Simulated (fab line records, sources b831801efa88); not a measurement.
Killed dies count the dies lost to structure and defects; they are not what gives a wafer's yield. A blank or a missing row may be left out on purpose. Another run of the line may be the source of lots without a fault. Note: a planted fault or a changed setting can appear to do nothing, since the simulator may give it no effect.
2 desks looking at one fault    flow gf180mcu    every desk sees just its own numbers, and what lay behind them comes last

## AT THE METROLOGY DESK
What the gauges read, lot by lot, whatever tool the lot ran on: means of the sampled wafers that have a number. If a lot's mean is further than 4 standard deviations from the usual mean, the lot is out of limits and carries the mark OUT (the distance appears in the brackets).
Columns: A = NSD_RS at GF_PSD_RS_MEAS_14, usual 46.12 ohm/sq; B = V1_CVD_02_THK at GF_V1_THK_MEAS_03, usual 850 nm
lot   first seen here  A      B
L975  day 14 21:44     46.26  841
L977  day 15 05:40     45.95  844
L976  day 15 07:20     46.12  858
L980  day 16 06:40     46.12  824
L982  day 17 03:34     46.26  838
L983  day 17 12:10     46.31  845
L989  day 19 10:41     46.05  851
L991  day 20 12:05     46.17  861
L992  day 20 14:46     46.14  839
L994  day 21 03:32     46.09  842
L996  day 22 10:53     46.28  840
L997  day 22 13:22     45.97  845
This desk's finding: nothing out of limits on any of the 12 lots.

## TOOL OWNER'S DESK, pecvd-02
The tool's own readings at GF_V1_CVD_02 (deposits SiO2 from TEOS, target thk 850 nm, time 94.851 s): means of the sampled wafers that have a number, for each lot that ran on this tool. If a lot's mean is further than 4 standard deviations from the usual mean, the lot is out of limits and carries the mark OUT (the distance appears in the brackets).
Columns: A = heater-power-w at GF_V1_CVD_02, usual 713 W; B = rf-fwd-power-W at GF_V1_CVD_02, usual 596.5 W
lot   first seen here  A    B
L975  day 17 21:04     723  598.0
L977  day 18 05:52     752  598.6
L980  day 19 09:39     729  532.8 (-32) OUT
L983  day 20 16:28     763  565.7 (-15) OUT
L992  day 23 17:44     751  597.8
L994  day 24 05:27     721  596.9
L996  day 25 10:15     732  596.3
L997  day 25 12:59     777  596.7
This desk's verdict: out of limits on L980, L983, starting with L980 at day 19 09:39 (rf-fwd-power-W at GF_V1_CVD_02). Within limits: L975, L977, L992, L994, L996, L997.

## BROUGHT TOGETHER
The tool owner's desk could have raised an alarm at day 19 09:39, on L980, L983.
Metrology desk: nothing out of limits seen.
The metrology desk has L980, L983 on record, within its limits.
All the named lots went through GF_V1_CVD_02 on pecvd-02.

## WHAT HAD BEEN PUT IN BY THE SIMULATOR
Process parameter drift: pecvd-02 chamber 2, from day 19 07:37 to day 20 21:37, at GF_V1_CVD_02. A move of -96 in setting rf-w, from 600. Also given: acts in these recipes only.
Lots struck among those shown: L980, L983.
Each desk's first reading out of limits, in hours after the fault started: the tool owner's desk, 2.
